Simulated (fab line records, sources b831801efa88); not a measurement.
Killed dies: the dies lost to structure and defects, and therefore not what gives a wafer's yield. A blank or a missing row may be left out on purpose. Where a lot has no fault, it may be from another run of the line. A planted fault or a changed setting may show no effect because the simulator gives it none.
Problem report in the 8D (eight disciplines) form, filled by code ; flow sky130 ; the parts of the form that need people (team, actions taken, sign-off) are left out

1. THE ISSUE
Mean of beam energy keV at SKY_LDD_P_IMPLANT_09: 25.891 across 9 wafers in 3 lots; on wafers with no fault it is 24.999 (standard deviation 0.0083). That is +99 or more standard deviations from the usual mean.
First observed at day 23 16:40: wafer L871.1, on implanter-04. Wafers with a number at this step in the record: 21, from 7 lots. Rule for "out", or "out of limits": more than 4 standard deviations from the usual mean. All remaining wafers that have a number are taken as sound.

2. WHAT IT IS, AND WHAT IT ISN'T
question;is;is not
which readings at this step;beam energy keV;-
which lots;L871, L872, L874;L865, L876, L881, L882
which wafers of those lots;all that have a number;-
read on which tools;implanter-04;implanter-02, implanter-03
when;from day 23 16:40;"up to then (3 sound wafers); but 9 sound wafers of L876, L881, L882 came after"

3. WHAT RULES OUT EACH SUSPECT
Counting: any tool at a process step up to the reading is kept as a suspect provided that every lot that is out went through it and no sound lot did after the first of them.
- implanter-04 at SKY_LDD_P_IMPLANT_09: ruled out as a lasting fault. The sound lots L881, L882 went through it after L871, its earliest lot that is out (day 23 16:40).
Left after counting: nothing in the record.

4. THE CAUSE (what the simulator had put in)
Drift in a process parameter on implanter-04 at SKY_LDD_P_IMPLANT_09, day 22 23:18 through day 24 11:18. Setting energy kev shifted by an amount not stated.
Counting ruled it out, wrongly.

5. THE CHAIN OF EFFECTS, in route order
Each row: a reading whose mean over the struck wafers that have a number lies more than 3 standard deviations from the usual. Scope: only readings with a usual standard deviation given in the record; hours: median across lots of the time from each lot's start at the first step in this table that gives one to its start at this step; sigmas: change in usual standard deviations.
hours;step;reading;usual;on struck wafers;change;sigmas
0;SKY_LDD_P_IMPLANT_09;beam energy keV;24.999;25.891;+0.892;+99 or more
Its process steps:
- SKY_LDD_P_IMPLANT_09

6. HOW IT WOULD HAVE BEEN CAUGHT EARLIER
17 hours passed between the start of the fault at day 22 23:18 and the first reading out of limits in this record, taken at day 23 16:40.
